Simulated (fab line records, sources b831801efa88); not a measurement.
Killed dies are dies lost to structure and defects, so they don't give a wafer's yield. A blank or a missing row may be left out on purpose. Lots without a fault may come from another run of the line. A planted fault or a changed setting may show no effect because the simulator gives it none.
Which tool did it? | flow sky130 | 10 lots, 30 wafers sampled, at 3 steps of a route of 708

WHAT THE GAUGES READ, wafer by wafer
SKY_LDD_P_CD_MEAS_07: target cd 380 nm. Usual: cd_nm 379.9 nm, standard deviation 2.2.
lot  | measured     | on        | cd_nm (nm)        | flag
L947 | day 19 07:28 | cd_sem-01 | 378.6 377.3 378.8 |
L948 | day 19 08:05 | cd_sem-02 | 376.9 375.0 375.0 |
L949 | day 20 01:05 | cd_sem-02 | 382.8 381.2 379.7 |
L950 | day 20 05:30 | cd_sem-01 | 380.0 380.2 380.8 |
L951 | day 20 11:41 | cd_sem-02 | 383.4 382.1 379.7 |
L952 | day 21 04:04 | cd_sem-01 | 378.2 379.5 377.1 |
L955 | day 22 04:20 | cd_sem-01 | 379.3 382.4 378.3 |
L956 | day 22 13:44 | cd_sem-01 | 382.8 382.6 385.4 |
L957 | day 22 20:43 | cd_sem-01 | 379.1 382.6 379.5 |
L958 | day 23 07:42 | cd_sem-02 | 377.1 376.7 376.9 |

SKY_LDD_LDN_TW_MEAS_13. Usual: LDD_LDN_TW 1479, standard deviation 8.8.
lot  | measured     | on            | LDD_LDN_TW     | flag
L947 | day 23 05:54 | film_metro-04 | 1497 1493 1498 |
L948 | day 23 06:57 | film_metro-03 | 1468 1471 1474 |
L949 | day 23 22:01 | film_metro-04 | 1496 1487 1486 |
L950 | day 24 02:52 | film_metro-03 | 1477 1482 1474 |
L951 | day 24 09:03 | film_metro-03 | 1477 1478 1471 |
L952 | day 25 00:33 | film_metro-03 | 1477 1479 1474 |
L955 | day 26 00:19 | film_metro-04 | 1417 1416 1414 | OFF
L956 | day 26 08:37 | film_metro-03 | 1412 1411 1414 | OFF
L957 | day 26 16:33 | film_metro-04 | 1426 1418 1413 | OFF
L958 | day 27 03:40 | film_metro-03 | 1400 1413 1399 | OFF

WHICH TOOL RAN EACH LOT (tool, then ch and the chambers of the sampled wafers, then the start)
lot  | SKY_LDD_LDN_IMPLANT_08
L947 | implanter-01 ch 0, day 23 05:12
L948 | implanter-04 ch 0, day 23 06:16
L949 | implanter-01 ch 0, day 23 21:19
L950 | implanter-03 ch 0, day 24 02:12
L951 | implanter-01 ch 0, day 24 08:22
L952 | implanter-01 ch 0, day 24 23:51
L955 | implanter-01 ch 0, day 25 23:37
L956 | implanter-01 ch 0, day 26 07:52
L957 | implanter-03 ch 0, day 26 15:51
L958 | implanter-04 ch 0, day 27 02:59
- SKY_LDD_LDN_IMPLANT_08

WHAT THE TOOLS THEMSELVES READ (means of the sampled wafers that have a number; where no wafer has one, the mark that the record gives instead)
The record holds no such reading with a usual standard deviation.

THE ANSWER, worked out from the rows above alone
Rule: a lot is off if the mean of its wafers that have a number lies more than 3 standard deviations from the usual mean. A lot without any number at a reading at which 4 lots or more have one is off too. The other lots that the step has rows for count as sound. The gauges are gone through in route order, then the tools' own readings, and for those a lot's mean is taken as printed above. The first step at which some lot is off is used, and at that step the reading that is off furthest; a lot without a number counts as furthest.
Off: L955, L956, L957, L958, at SKY_LDD_LDN_TW_MEAS_13 (LDD_LDN_TW).
A tool fits if, at a process step before that reading, it ran every lot that is off, and no sound lot after the first of them. The gauges at SKY_LDD_LDN_TW_MEAS_13 are tried like those tools. None of those tried fits.

WHAT THE SIMULATOR HAD PUT IN
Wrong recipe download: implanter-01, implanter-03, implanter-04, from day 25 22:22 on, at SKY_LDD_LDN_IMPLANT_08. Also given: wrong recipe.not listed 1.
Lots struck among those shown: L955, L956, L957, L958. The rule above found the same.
